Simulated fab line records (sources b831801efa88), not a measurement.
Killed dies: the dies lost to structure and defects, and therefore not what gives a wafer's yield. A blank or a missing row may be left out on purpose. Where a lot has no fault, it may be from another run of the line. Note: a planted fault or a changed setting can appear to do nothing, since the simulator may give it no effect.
fab line records || flow gf180mcu
record {"lots": 14, "wafers": 42, "lastDay": 35}
route steps=602 shown STI@1 MVSD@72 VT_IMPLANT@135 POLY_GATE@168
lots with no fault: from the same line, run without faults
startH: the number of hours between the record's first day and the start of the first shown wafer of the lot || waitH: time in hours since the lot's previous step || " unchanged from the row above || L1.1+2: a single row standing in for several wafers || - no value present, or no start provided || * or withheld: withheld || < > ~ a bound
route shown NAME@n: a module of which the file shows steps, and the number in the route of the first || usual: mean/standard deviation taken from wafers without a fault || same: alike in all rows || chamber/n: place in a boat || sites: each site's reading || _std_site: the values' standard deviation || _edge_site: the outer-site mean with the inner-site mean subtracted || radiusMm: for every site, how far away it sits from the centre of the wafer || mask NAME#n: copy n || behind: the most recent tool/chamber to have shaped the wafer || hold: why the lot was held/for how many hours/how that ended || device: the n, p or np transistor that did not switch || end of line: the same wafers' tests at the end of the route || step lacking rows: just its recipe || killed: dies lost to structure and defects at the first sort, not the wafer's yield || map: per-die view of a wafer (x killed, . not killed, _ where there is no die)
set.NAME: setting as actually run; set.NAME@STEP: the setting as run at that earlier step || model.NAME: the simulator's own value behind a step, which no gauge read
one table for each step of the route and one row for each wafer, over a sample of lots
services: from which hour (startH, from the record's first day; less than 0 if before it) a tool's chamber was out of use, for how many hours, and why
## steps
# step GF_STI_BOW_MEAS_00
# recipe {"mode": "bow"}
# usual {"INCOMING_BOW": "0/6.1"}
{"lot.wafer": "L426.1", "tool": "filmMetro-04", "chamber": "-", "startH": 10.00, "waitH": "-", "INCOMING_BOW[um]": 7}
{"lot.wafer": "L426.4", "tool": "filmMetro-04", "chamber": "-", "startH": 10.00, "waitH": "-", "INCOMING_BOW[um]": -5}
{"lot.wafer": "L426.5", "tool": "filmMetro-04", "chamber": "-", "startH": 10.00, "waitH": "-", "INCOMING_BOW[um]": -1}
{"lot.wafer": "L428.1", "tool": "filmMetro-03", "chamber": "-", "startH": 20.00, "waitH": "-", "INCOMING_BOW[um]": 3}
{"lot.wafer": "L428.3", "tool": "filmMetro-03", "chamber": "-", "startH": 20.00, "waitH": "-", "INCOMING_BOW[um]": -11}
{"lot.wafer": "L428.4", "tool": "filmMetro-03", "chamber": "-", "startH": 20.00, "waitH": "-", "INCOMING_BOW[um]": 1}
{"lot.wafer": "L429.1", "tool": "filmMetro-02", "chamber": "-", "startH": 25.00, "waitH": "-", "INCOMING_BOW[um]": 3}
{"lot.wafer": "L429.3", "tool": "filmMetro-02", "chamber": "-", "startH": 25.00, "waitH": "-", "INCOMING_BOW[um]": -1}
{"lot.wafer": "L429.6", "tool": "filmMetro-02", "chamber": "-", "startH": 25.00, "waitH": "-", "INCOMING_BOW[um]": 3}
{"lot.wafer": "L431.1", "tool": "filmMetro-04", "chamber": "-", "startH": 35.00, "waitH": "-", "INCOMING_BOW[um]": 3}
{"lot.wafer": "L431.2", "tool": "filmMetro-04", "chamber": "-", "startH": 35.00, "waitH": "-", "INCOMING_BOW[um]": -3}
{"lot.wafer": "L431.6", "tool": "filmMetro-04", "chamber": "-", "startH": 35.00, "waitH": "-", "INCOMING_BOW[um]": -1}
{"lot.wafer": "L433.2", "tool": "filmMetro-03", "chamber": "-", "startH": 45.02, "waitH": "-", "INCOMING_BOW[um]": 5}
{"lot.wafer": "L433.3", "tool": "filmMetro-03", "chamber": "-", "startH": 45.02, "waitH": "-", "INCOMING_BOW[um]": -3}
{"lot.wafer": "L433.4", "tool": "filmMetro-03", "chamber": "-", "startH": 45.02, "waitH": "-", "INCOMING_BOW[um]": -7}
{"lot.wafer": "L434.1", "tool": "filmMetro-03", "chamber": "-", "startH": 50.00, "waitH": "-", "INCOMING_BOW[um]": 2}
{"lot.wafer": "L434.4", "tool": "filmMetro-03", "chamber": "-", "startH": 50.00, "waitH": "-", "INCOMING_BOW[um]": -2}
{"lot.wafer": "L434.5", "tool": "filmMetro-03", "chamber": "-", "startH": 50.00, "waitH": "-", "INCOMING_BOW[um]": -11}
{"lot.wafer": "L435.3", "tool": "filmMetro-02", "chamber": "-", "startH": 55.04, "waitH": "-", "INCOMING_BOW[um]": 6}
{"lot.wafer": "L435.4", "tool": "filmMetro-02", "chamber": "-", "startH": 55.04, "waitH": "-", "INCOMING_BOW[um]": -5}
{"lot.wafer": "L435.6", "tool": "filmMetro-02", "chamber": "-", "startH": 55.04, "waitH": "-", "INCOMING_BOW[um]": 1}
{"lot.wafer": "L437.1", "tool": "filmMetro-04", "chamber": "-", "startH": 65.00, "waitH": "-", "INCOMING_BOW[um]": -5}
{"lot.wafer": "L437.3", "tool": "filmMetro-04", "chamber": "-", "startH": 65.00, "waitH": "-", "INCOMING_BOW[um]": 10}
{"lot.wafer": "L437.4", "tool": "filmMetro-04", "chamber": "-", "startH": 65.00, "waitH": "-", "INCOMING_BOW[um]": 9}
{"lot.wafer": "L439.2", "tool": "filmMetro-04", "chamber": "-", "startH": 75.02, "waitH": "-", "INCOMING_BOW[um]": -13}
{"lot.wafer": "L439.3", "tool": "filmMetro-04", "chamber": "-", "startH": 75.02, "waitH": "-", "INCOMING_BOW[um]": -4}
{"lot.wafer": "L439.5", "tool": "filmMetro-04", "chamber": "-", "startH": 75.02, "waitH": "-", "INCOMING_BOW[um]": -4}
{"lot.wafer": "L440.2", "tool": "filmMetro-02", "chamber": "-", "startH": 80.02, "waitH": "-", "INCOMING_BOW[um]": 3}
{"lot.wafer": "L440.3", "tool": "filmMetro-02", "chamber": "-", "startH": 80.02, "waitH": "-", "INCOMING_BOW[um]": 3}
{"lot.wafer": "L440.5", "tool": "filmMetro-02", "chamber": "-", "startH": 80.02, "waitH": "-", "INCOMING_BOW[um]": -8}
{"lot.wafer": "L442.3", "tool": "filmMetro-02", "chamber": "-", "startH": 90.04, "waitH": "-", "INCOMING_BOW[um]": 2}
{"lot.wafer": "L442.4", "tool": "filmMetro-02", "chamber": "-", "startH": 90.04, "waitH": "-", "INCOMING_BOW[um]": -1}
{"lot.wafer": "L442.6", "tool": "filmMetro-02", "chamber": "-", "startH": 90.04, "waitH": "-", "INCOMING_BOW[um]": 9}
{"lot.wafer": "L444.2", "tool": "filmMetro-02", "chamber": "-", "startH": 100.02, "waitH": "-", "INCOMING_BOW[um]": 2}
{"lot.wafer": "L444.3", "tool": "filmMetro-02", "chamber": "-", "startH": 100.02, "waitH": "-", "INCOMING_BOW[um]": 3}
{"lot.wafer": "L444.6", "tool": "filmMetro-02", "chamber": "-", "startH": 100.02, "waitH": "-", "INCOMING_BOW[um]": -1}
{"lot.wafer": "L447.2", "tool": "filmMetro-04", "chamber": "-", "startH": 115.02, "waitH": "-", "INCOMING_BOW[um]": 11}
{"lot.wafer": "L447.3", "tool": "filmMetro-04", "chamber": "-", "startH": 115.02, "waitH": "-", "INCOMING_BOW[um]": 1}
{"lot.wafer": "L447.6", "tool": "filmMetro-04", "chamber": "-", "startH": 115.02, "waitH": "-", "INCOMING_BOW[um]": 1}
{"lot.wafer": "L448.1", "tool": "filmMetro-03", "chamber": "-", "startH": 120.01, "waitH": "-", "INCOMING_BOW[um]": 11}
{"lot.wafer": "L448.2", "tool": "filmMetro-03", "chamber": "-", "startH": 120.01, "waitH": "-", "INCOMING_BOW[um]": -3}
{"lot.wafer": "L448.3", "tool": "filmMetro-03", "chamber": "-", "startH": 120.01, "waitH": "-", "INCOMING_BOW[um]": 0}
# step GF_MVSD_DEVELOP_06
# recipe {"wallAngleDeg": 90, "developTimeS": 60, "devTempC": 23}
# usual {"chillPlateTempC": "22.99/0.087", "developerTempC": "23.00/0.092"}
{"lot.wafer": "L426.1", "tool": "lithoTrack-04", "chamber": 0, "startH": 81, "waitH": "-", "chillPlateTempC": 22.88, "developerTempC": 22.87}
{"lot.wafer": "L426.4", "tool": "lithoTrack-04", "chamber": 0, "startH": 81, "waitH": "-", "chillPlateTempC": 22.93, "developerTempC": 22.95}
{"lot.wafer": "L426.5", "tool": "lithoTrack-04", "chamber": 0, "startH": 81, "waitH": "-", "chillPlateTempC": 22.82, "developerTempC": 22.96}
{"lot.wafer": "L428.1", "tool": "lithoTrack-02", "chamber": 0, "startH": 92, "waitH": "-", "chillPlateTempC": 23.12, "developerTempC": 23.02}
{"lot.wafer": "L428.3", "tool": "lithoTrack-02", "chamber": 0, "startH": 92, "waitH": "-", "chillPlateTempC": 23.01, "developerTempC": 23.03}
{"lot.wafer": "L428.4", "tool": "lithoTrack-02", "chamber": 0, "startH": 92, "waitH": "-", "chillPlateTempC": 23.22, "developerTempC": 23.19}
{"lot.wafer": "L429.1", "tool": "lithoTrack-04", "chamber": 0, "startH": 99, "waitH": "-", "chillPlateTempC": 23.01, "developerTempC": 22.73}
{"lot.wafer": "L429.3", "tool": "lithoTrack-04", "chamber": 0, "startH": 99, "waitH": "-", "chillPlateTempC": 22.90, "developerTempC": 22.82}
{"lot.wafer": "L429.6", "tool": "lithoTrack-04", "chamber": 0, "startH": 99, "waitH": "-", "chillPlateTempC": 22.94, "developerTempC": 22.88}
{"lot.wafer": "L431.1", "tool": "lithoTrack-02", "chamber": 0, "startH": 114, "waitH": "-", "chillPlateTempC": 23.11, "developerTempC": 23.20}
{"lot.wafer": "L431.2", "tool": "lithoTrack-02", "chamber": 0, "startH": 114, "waitH": "-", "chillPlateTempC": 22.92, "developerTempC": 23.14}
{"lot.wafer": "L431.6", "tool": "lithoTrack-02", "chamber": 0, "startH": 114, "waitH": "-", "chillPlateTempC": 22.87, "developerTempC": 23.15}
{"lot.wafer": "L433.2", "tool": "lithoTrack-02", "chamber": 0, "startH": 123, "waitH": "-", "chillPlateTempC": 22.97, "developerTempC": 22.96}
{"lot.wafer": "L433.3", "tool": "lithoTrack-02", "chamber": 0, "startH": 123, "waitH": "-", "chillPlateTempC": 22.80, "developerTempC": 22.96}
{"lot.wafer": "L433.4", "tool": "lithoTrack-02", "chamber": 0, "startH": 123, "waitH": "-", "chillPlateTempC": 22.79, "developerTempC": 22.93}
{"lot.wafer": "L434.1", "tool": "lithoTrack-01", "chamber": 0, "startH": 126, "waitH": "-", "chillPlateTempC": 22.94, "developerTempC": 22.95}
{"lot.wafer": "L434.4", "tool": "lithoTrack-01", "chamber": 0, "startH": 126, "waitH": "-", "chillPlateTempC": 22.96, "developerTempC": 22.86}
{"lot.wafer": "L434.5", "tool": "lithoTrack-01", "chamber": 0, "startH": 126, "waitH": "-", "chillPlateTempC": 23.10, "developerTempC": 22.87}
{"lot.wafer": "L435.3", "tool": "lithoTrack-02", "chamber": 0, "startH": 131, "waitH": "-", "chillPlateTempC": 22.94, "developerTempC": 22.91}
{"lot.wafer": "L435.4", "tool": "lithoTrack-02", "chamber": 0, "startH": 131, "waitH": "-", "chillPlateTempC": 23.01, "developerTempC": 22.95}
{"lot.wafer": "L435.6", "tool": "lithoTrack-02", "chamber": 0, "startH": 131, "waitH": "-", "chillPlateTempC": 23.01, "developerTempC": 22.90}
{"lot.wafer": "L437.1", "tool": "lithoTrack-04", "chamber": 0, "startH": 145, "waitH": "-", "chillPlateTempC": 22.95, "developerTempC": 22.80}
{"lot.wafer": "L437.3", "tool": "lithoTrack-04", "chamber": 0, "startH": 145, "waitH": "-", "chillPlateTempC": 23.03, "developerTempC": 23.09}
{"lot.wafer": "L437.4", "tool": "lithoTrack-04", "chamber": 0, "startH": 145, "waitH": "-", "chillPlateTempC": 22.94, "developerTempC": 23.03}
{"lot.wafer": "L439.2", "tool": "lithoTrack-02", "chamber": 0, "startH": 154, "waitH": "-", "chillPlateTempC": 23.02, "developerTempC": 22.98}
{"lot.wafer": "L439.3", "tool": "lithoTrack-02", "chamber": 0, "startH": 154, "waitH": "-", "chillPlateTempC": 23.05, "developerTempC": 23.00}
{"lot.wafer": "L439.5", "tool": "lithoTrack-02", "chamber": 0, "startH": 154, "waitH": "-", "chillPlateTempC": 23.08, "developerTempC": 23.07}
{"lot.wafer": "L440.2", "tool": "lithoTrack-04", "chamber": 0, "startH": 164, "waitH": "-", "chillPlateTempC": 22.89, "developerTempC": 23.07}
{"lot.wafer": "L440.3", "tool": "lithoTrack-04", "chamber": 0, "startH": 164, "waitH": "-", "chillPlateTempC": 22.98, "developerTempC": 23.00}
{"lot.wafer": "L440.5", "tool": "lithoTrack-04", "chamber": 0, "startH": 164, "waitH": "-", "chillPlateTempC": 23.06, "developerTempC": 23.00}
{"lot.wafer": "L442.3", "tool": "lithoTrack-04", "chamber": 0, "startH": 175, "waitH": "-", "chillPlateTempC": 23.03, "developerTempC": 22.20}
{"lot.wafer": "L442.4", "tool": "lithoTrack-04", "chamber": 0, "startH": 175, "waitH": "-", "chillPlateTempC": 22.91, "developerTempC": 22.02}
{"lot.wafer": "L442.6", "tool": "lithoTrack-04", "chamber": 0, "startH": 175, "waitH": "-", "chillPlateTempC": 23.04, "developerTempC": 22.19}
{"lot.wafer": "L444.2", "tool": "lithoTrack-02", "chamber": 0, "startH": 190, "waitH": "-", "chillPlateTempC": 23.06, "developerTempC": 22.98}
{"lot.wafer": "L444.3", "tool": "lithoTrack-02", "chamber": 0, "startH": 190, "waitH": "-", "chillPlateTempC": 22.96, "developerTempC": 23.12}
{"lot.wafer": "L444.6", "tool": "lithoTrack-02", "chamber": 0, "startH": 190, "waitH": "-", "chillPlateTempC": 23.03, "developerTempC": 22.99}
{"lot.wafer": "L447.2", "tool": "lithoTrack-04", "chamber": 0, "startH": 208, "waitH": "-", "chillPlateTempC": 23.09, "developerTempC": 22.11}
{"lot.wafer": "L447.3", "tool": "lithoTrack-04", "chamber": 0, "startH": 208, "waitH": "-", "chillPlateTempC": 23.10, "developerTempC": 22.17}
{"lot.wafer": "L447.6", "tool": "lithoTrack-04", "chamber": 0, "startH": 208, "waitH": "-", "chillPlateTempC": 23.01, "developerTempC": 22.20}
{"lot.wafer": "L448.1", "tool": "lithoTrack-02", "chamber": 0, "startH": 212, "waitH": "-", "chillPlateTempC": 22.94, "developerTempC": 23.00}
{"lot.wafer": "L448.2", "tool": "lithoTrack-02", "chamber": 0, "startH": 212, "waitH": "-", "chillPlateTempC": 22.95, "developerTempC": 22.98}
{"lot.wafer": "L448.3", "tool": "lithoTrack-02", "chamber": 0, "startH": 212, "waitH": "-", "chillPlateTempC": 22.99, "developerTempC": 22.99}
# step GF_VT_IMPLANT_RTA_45
# recipe {"tempC": 1050, "timeS": 30, "ambient": "N2"}
# usual {"lampPowerPct": "34.7/2.5", "wafer_temp_C_max": "1055.3/1.3"}
{"lot.wafer": "L426.1", "tool": "rtpAnneal-01", "chamber": 0, "startH": 157.25, "waitH": 0.0, "lampPowerPct": 31.9, "wafer_temp_C_max": 1055.8}
{"lot.wafer": "L426.4", "tool": "rtpAnneal-01", "chamber": 0, "startH": 157.25, "waitH": 0.0, "lampPowerPct": 31.9, "wafer_temp_C_max": 1055.9}
{"lot.wafer": "L426.5", "tool": "rtpAnneal-01", "chamber": 0, "startH": 157.25, "waitH": 0.0, "lampPowerPct": 31.9, "wafer_temp_C_max": 1055.4}
{"lot.wafer": "L428.1", "tool": "rtpAnneal-02", "chamber": 0, "startH": 169.01, "waitH": 0.0, "lampPowerPct": 37.0, "wafer_temp_C_max": 1054.0}
{"lot.wafer": "L428.3", "tool": "rtpAnneal-02", "chamber": 0, "startH": 169.01, "waitH": 0.0, "lampPowerPct": 37.0, "wafer_temp_C_max": 1055.3}
{"lot.wafer": "L428.4", "tool": "rtpAnneal-02", "chamber": 0, "startH": 169.01, "waitH": 0.0, "lampPowerPct": 37.0, "wafer_temp_C_max": 1055.8}
{"lot.wafer": "L429.1", "tool": "rtpAnneal-01", "chamber": 0, "startH": 179.55, "waitH": 0.0, "lampPowerPct": 31.9, "wafer_temp_C_max": 1054.8}
{"lot.wafer": "L429.3", "tool": "rtpAnneal-01", "chamber": 0, "startH": 179.55, "waitH": 0.0, "lampPowerPct": 31.9, "wafer_temp_C_max": 1056.7}
{"lot.wafer": "L429.6", "tool": "rtpAnneal-01", "chamber": 0, "startH": 179.55, "waitH": 0.0, "lampPowerPct": 31.9, "wafer_temp_C_max": 1055.5}
{"lot.wafer": "L431.1", "tool": "rtpAnneal-01", "chamber": 0, "startH": 197.11, "waitH": 0.0, "lampPowerPct": 31.9, "wafer_temp_C_max": 1055.5}
{"lot.wafer": "L431.2", "tool": "rtpAnneal-01", "chamber": 0, "startH": 197.11, "waitH": 0.0, "lampPowerPct": 31.9, "wafer_temp_C_max": 1053.0}
{"lot.wafer": "L431.6", "tool": "rtpAnneal-01", "chamber": 0, "startH": 197.11, "waitH": 0.0, "lampPowerPct": 31.9, "wafer_temp_C_max": 1056.0}
{"lot.wafer": "L433.2", "tool": "rtpAnneal-02", "chamber": 0, "startH": 210.18, "waitH": 0.0, "lampPowerPct": 37.0, "wafer_temp_C_max": 1052.9}
{"lot.wafer": "L433.3", "tool": "rtpAnneal-02", "chamber": 0, "startH": 210.18, "waitH": 0.0, "lampPowerPct": 37.0, "wafer_temp_C_max": 1053.9}
{"lot.wafer": "L433.4", "tool": "rtpAnneal-02", "chamber": 0, "startH": 210.18, "waitH": 0.0, "lampPowerPct": 37.0, "wafer_temp_C_max": 1055.5}
{"lot.wafer": "L434.1", "tool": "rtpAnneal-02", "chamber": 0, "startH": 213.13, "waitH": 0.0, "lampPowerPct": 37.0, "wafer_temp_C_max": 1054.9}
{"lot.wafer": "L434.4", "tool": "rtpAnneal-02", "chamber": 0, "startH": 213.13, "waitH": 0.0, "lampPowerPct": 36.9, "wafer_temp_C_max": 1055.2}
{"lot.wafer": "L434.5", "tool": "rtpAnneal-02", "chamber": 0, "startH": 213.13, "waitH": 0.0, "lampPowerPct": 37.0, "wafer_temp_C_max": 1055.5}
{"lot.wafer": "L435.3", "tool": "rtpAnneal-02", "chamber": 0, "startH": 220.49, "waitH": 0.0, "lampPowerPct": 37.0, "wafer_temp_C_max": 1055.6}
{"lot.wafer": "L435.4", "tool": "rtpAnneal-02", "chamber": 0, "startH": 220.49, "waitH": 0.0, "lampPowerPct": 37.0, "wafer_temp_C_max": 1054.6}
{"lot.wafer": "L435.6", "tool": "rtpAnneal-02", "chamber": 0, "startH": 220.49, "waitH": 0.0, "lampPowerPct": 37.0, "wafer_temp_C_max": 1055.4}
{"lot.wafer": "L437.1", "tool": "rtpAnneal-01", "chamber": 0, "startH": 236.44, "waitH": 0.0, "lampPowerPct": 31.9, "wafer_temp_C_max": 1057.0}
{"lot.wafer": "L437.3", "tool": "rtpAnneal-01", "chamber": 0, "startH": 236.44, "waitH": 0.0, "lampPowerPct": 31.9, "wafer_temp_C_max": 1055.3}
{"lot.wafer": "L437.4", "tool": "rtpAnneal-01", "chamber": 0, "startH": 236.44, "waitH": 0.0, "lampPowerPct": 31.9, "wafer_temp_C_max": 1054.1}
{"lot.wafer": "L439.2", "tool": "rtpAnneal-02", "chamber": 0, "startH": 247.88, "waitH": 0.0, "lampPowerPct": 37.0, "wafer_temp_C_max": 1055.5}
{"lot.wafer": "L439.3", "tool": "rtpAnneal-02", "chamber": 0, "startH": 247.88, "waitH": 0.0, "lampPowerPct": 37.0, "wafer_temp_C_max": 1053.7}
{"lot.wafer": "L439.5", "tool": "rtpAnneal-02", "chamber": 0, "startH": 247.88, "waitH": 0.0, "lampPowerPct": 36.9, "wafer_temp_C_max": 1055.5}
{"lot.wafer": "L440.2", "tool": "rtpAnneal-02", "chamber": 0, "startH": 259.12, "waitH": 0.0, "lampPowerPct": 36.9, "wafer_temp_C_max": 1055.2}
{"lot.wafer": "L440.3", "tool": "rtpAnneal-02", "chamber": 0, "startH": 259.12, "waitH": 0.0, "lampPowerPct": 37.0, "wafer_temp_C_max": 1055.8}
{"lot.wafer": "L440.5", "tool": "rtpAnneal-02", "chamber": 0, "startH": 259.12, "waitH": 0.0, "lampPowerPct": 37.0, "wafer_temp_C_max": 1057.7}
{"lot.wafer": "L442.3", "tool": "rtpAnneal-01", "chamber": 0, "startH": 271.34, "waitH": 0.0, "lampPowerPct": 31.8, "wafer_temp_C_max": 1057.5}
{"lot.wafer": "L442.4", "tool": "rtpAnneal-01", "chamber": 0, "startH": 271.34, "waitH": 0.0, "lampPowerPct": 31.9, "wafer_temp_C_max": 1055.8}
{"lot.wafer": "L442.6", "tool": "rtpAnneal-01", "chamber": 0, "startH": 271.34, "waitH": 0.0, "lampPowerPct": 31.9, "wafer_temp_C_max": 1056.4}
{"lot.wafer": "L444.2", "tool": "rtpAnneal-02", "chamber": 0, "startH": 288.37, "waitH": 0.0, "lampPowerPct": 37.1, "wafer_temp_C_max": 1055.9}
{"lot.wafer": "L444.3", "tool": "rtpAnneal-02", "chamber": 0, "startH": 288.37, "waitH": 0.0, "lampPowerPct": 36.9, "wafer_temp_C_max": 1053.3}
{"lot.wafer": "L444.6", "tool": "rtpAnneal-02", "chamber": 0, "startH": 288.37, "waitH": 0.0, "lampPowerPct": 37.0, "wafer_temp_C_max": 1054.2}
{"lot.wafer": "L447.2", "tool": "rtpAnneal-01", "chamber": 0, "startH": 308.13, "waitH": 0.0, "lampPowerPct": 31.9, "wafer_temp_C_max": 1053.7}
{"lot.wafer": "L447.3", "tool": "rtpAnneal-01", "chamber": 0, "startH": 308.13, "waitH": 0.0, "lampPowerPct": 31.9, "wafer_temp_C_max": 1057.4}
{"lot.wafer": "L447.6", "tool": "rtpAnneal-01", "chamber": 0, "startH": 308.13, "waitH": 0.0, "lampPowerPct": 31.9, "wafer_temp_C_max": 1054.6}
{"lot.wafer": "L448.1", "tool": "rtpAnneal-01", "chamber": 0, "startH": 313.05, "waitH": 0.0, "lampPowerPct": 31.9, "wafer_temp_C_max": 1056.6}
{"lot.wafer": "L448.2", "tool": "rtpAnneal-01", "chamber": 0, "startH": 313.05, "waitH": 0.0, "lampPowerPct": 31.9, "wafer_temp_C_max": 1055.5}
{"lot.wafer": "L448.3", "tool": "rtpAnneal-01", "chamber": 0, "startH": 313.05, "waitH": 0.0, "lampPowerPct": 31.9, "wafer_temp_C_max": 1057.8}
# step GF_POLY_GATE_OVL_MEAS_11
# usual {"POLY_GATE_OVL": "-3/4.7"}
{"lot.wafer": "L426.1", "tool": "overlay-01", "chamber": "-", "startH": 199.43, "waitH": 0.1, "POLY_GATE_OVL[nm]": -7}
{"lot.wafer": "L426.4", "tool": "overlay-01", "chamber": "-", "startH": 199.43, "waitH": 0.1, "POLY_GATE_OVL[nm]": -6}
{"lot.wafer": "L426.5", "tool": "overlay-01", "chamber": "-", "startH": 199.43, "waitH": 0.1, "POLY_GATE_OVL[nm]": -6}
{"lot.wafer": "L428.1", "tool": "overlay-01", "chamber": "-", "startH": 210.83, "waitH": 0.1, "POLY_GATE_OVL[nm]": 8}
{"lot.wafer": "L428.3", "tool": "overlay-01", "chamber": "-", "startH": 210.83, "waitH": 0.1, "POLY_GATE_OVL[nm]": 5}
{"lot.wafer": "L428.4", "tool": "overlay-01", "chamber": "-", "startH": 210.83, "waitH": 0.1, "POLY_GATE_OVL[nm]": 1}
{"lot.wafer": "L429.1", "tool": "overlay-01", "chamber": "-", "startH": 225.75, "waitH": 0.1, "POLY_GATE_OVL[nm]": -6}
{"lot.wafer": "L429.3", "tool": "overlay-01", "chamber": "-", "startH": 225.75, "waitH": 0.1, "POLY_GATE_OVL[nm]": 4}
{"lot.wafer": "L429.6", "tool": "overlay-01", "chamber": "-", "startH": 225.75, "waitH": 0.1, "POLY_GATE_OVL[nm]": -1}
{"lot.wafer": "L431.1", "tool": "overlay-01", "chamber": "-", "startH": 240.78, "waitH": 0.1, "POLY_GATE_OVL[nm]": -5}
{"lot.wafer": "L431.2", "tool": "overlay-01", "chamber": "-", "startH": 240.78, "waitH": 0.1, "POLY_GATE_OVL[nm]": -6}
{"lot.wafer": "L431.6", "tool": "overlay-01", "chamber": "-", "startH": 240.78, "waitH": 0.1, "POLY_GATE_OVL[nm]": -5}
{"lot.wafer": "L434.1", "tool": "overlay-01", "chamber": "-", "startH": 257.58, "waitH": 0.1, "POLY_GATE_OVL[nm]": -6}
{"lot.wafer": "L434.4", "tool": "overlay-01", "chamber": "-", "startH": 257.58, "waitH": 0.1, "POLY_GATE_OVL[nm]": -8}
{"lot.wafer": "L434.5", "tool": "overlay-01", "chamber": "-", "startH": 257.58, "waitH": 0.1, "POLY_GATE_OVL[nm]": -7}
{"lot.wafer": "L433.2", "tool": "overlay-02", "chamber": "-", "startH": 257.99, "waitH": 0.1, "POLY_GATE_OVL[nm]": 6}
{"lot.wafer": "L433.3", "tool": "overlay-02", "chamber": "-", "startH": 257.99, "waitH": 0.1, "POLY_GATE_OVL[nm]": 9}
{"lot.wafer": "L433.4", "tool": "overlay-02", "chamber": "-", "startH": 257.99, "waitH": 0.1, "POLY_GATE_OVL[nm]": 6}
{"lot.wafer": "L435.3", "tool": "overlay-01", "chamber": "-", "startH": 267.44, "waitH": 0.1, "POLY_GATE_OVL[nm]": -11}
{"lot.wafer": "L435.4", "tool": "overlay-01", "chamber": "-", "startH": 267.44, "waitH": 0.1, "POLY_GATE_OVL[nm]": -16}
{"lot.wafer": "L435.6", "tool": "overlay-01", "chamber": "-", "startH": 267.44, "waitH": 0.1, "POLY_GATE_OVL[nm]": -13}
{"lot.wafer": "L437.1", "tool": "overlay-01", "chamber": "-", "startH": 284.18, "waitH": 0.1, "POLY_GATE_OVL[nm]": -6}
{"lot.wafer": "L437.3", "tool": "overlay-01", "chamber": "-", "startH": 284.18, "waitH": 0.1, "POLY_GATE_OVL[nm]": -3}
{"lot.wafer": "L437.4", "tool": "overlay-01", "chamber": "-", "startH": 284.18, "waitH": 0.1, "POLY_GATE_OVL[nm]": -6}
{"lot.wafer": "L439.2", "tool": "overlay-01", "chamber": "-", "startH": 296.96, "waitH": 0.1, "POLY_GATE_OVL[nm]": -8}
{"lot.wafer": "L439.3", "tool": "overlay-01", "chamber": "-", "startH": 296.96, "waitH": 0.1, "POLY_GATE_OVL[nm]": -1}
{"lot.wafer": "L439.5", "tool": "overlay-01", "chamber": "-", "startH": 296.96, "waitH": 0.1, "POLY_GATE_OVL[nm]": -4}
{"lot.wafer": "L440.2", "tool": "overlay-02", "chamber": "-", "startH": 306.14, "waitH": 0.1, "POLY_GATE_OVL[nm]": -1}
{"lot.wafer": "L440.3", "tool": "overlay-02", "chamber": "-", "startH": 306.14, "waitH": 0.1, "POLY_GATE_OVL[nm]": -3}
{"lot.wafer": "L440.5", "tool": "overlay-02", "chamber": "-", "startH": 306.14, "waitH": 0.1, "POLY_GATE_OVL[nm]": -6}
{"lot.wafer": "L442.3", "tool": "overlay-02", "chamber": "-", "startH": 317.71, "waitH": 0.1, "POLY_GATE_OVL[nm]": -6}
{"lot.wafer": "L442.4", "tool": "overlay-02", "chamber": "-", "startH": 317.71, "waitH": 0.1, "POLY_GATE_OVL[nm]": -14}
{"lot.wafer": "L442.6", "tool": "overlay-02", "chamber": "-", "startH": 317.71, "waitH": 0.1, "POLY_GATE_OVL[nm]": -9}
{"lot.wafer": "L444.2", "tool": "overlay-01", "chamber": "-", "startH": 336.46, "waitH": 0.1, "POLY_GATE_OVL[nm]": -12}
{"lot.wafer": "L444.3", "tool": "overlay-01", "chamber": "-", "startH": 336.46, "waitH": 0.1, "POLY_GATE_OVL[nm]": -10}
{"lot.wafer": "L444.6", "tool": "overlay-01", "chamber": "-", "startH": 336.46, "waitH": 0.1, "POLY_GATE_OVL[nm]": -6}
{"lot.wafer": "L447.2", "tool": "overlay-01", "chamber": "-", "startH": 357.13, "waitH": 0.1, "POLY_GATE_OVL[nm]": -8}
{"lot.wafer": "L447.3", "tool": "overlay-01", "chamber": "-", "startH": 357.13, "waitH": 0.1, "POLY_GATE_OVL[nm]": -7}
{"lot.wafer": "L447.6", "tool": "overlay-01", "chamber": "-", "startH": 357.13, "waitH": 0.1, "POLY_GATE_OVL[nm]": -7}
{"lot.wafer": "L448.1", "tool": "overlay-02", "chamber": "-", "startH": 365.32, "waitH": 0.1, "POLY_GATE_OVL[nm]": -8}
{"lot.wafer": "L448.2", "tool": "overlay-02", "chamber": "-", "startH": 365.32, "waitH": 0.1, "POLY_GATE_OVL[nm]": -8}
{"lot.wafer": "L448.3", "tool": "overlay-02", "chamber": "-", "startH": 365.32, "waitH": 0.1, "POLY_GATE_OVL[nm]": -3}
## services
{"tool": "rtpAnneal-02", "chamber": "-", "startH": 59.42, "hours": 0.9, "kind": "pm"}
## key
firstSign {"step": "GF_MVSD_DEVELOP_06", "reading": "developerTempC", "direction": "down", "sigmas": 9.3, "usual": "*", "struck": "*"}
effect none on later readings
metAt GF_MVSD_DEVELOP_06
struckLots L442,L447
testerLeftOut L442,L447
notActingAt GF_STI_BOW_MEAS_00,GF_VT_IMPLANT_RTA_45,GF_POLY_GATE_OVL_MEAS_11
onsetBetween 164 175
fault {"kind": "processParameterDrift", "tool": "lithoTrack-04", "chamber": "-", "onsetH": 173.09, "steps": "GF_MVSD_DEVELOP_06", "channel": "devTempC", "offset": "*", "shape": "step", "endH": 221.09, "actsIn": "*", "stated": "*"}
# testerLeftOut: of these lots the tester's yield and bins aren't shown, on N5 and GAA mostly nor the transistor test; their killed dies are dies lost to structure and defects alone, not to doping, threshold or leakage, so they don't give the yield
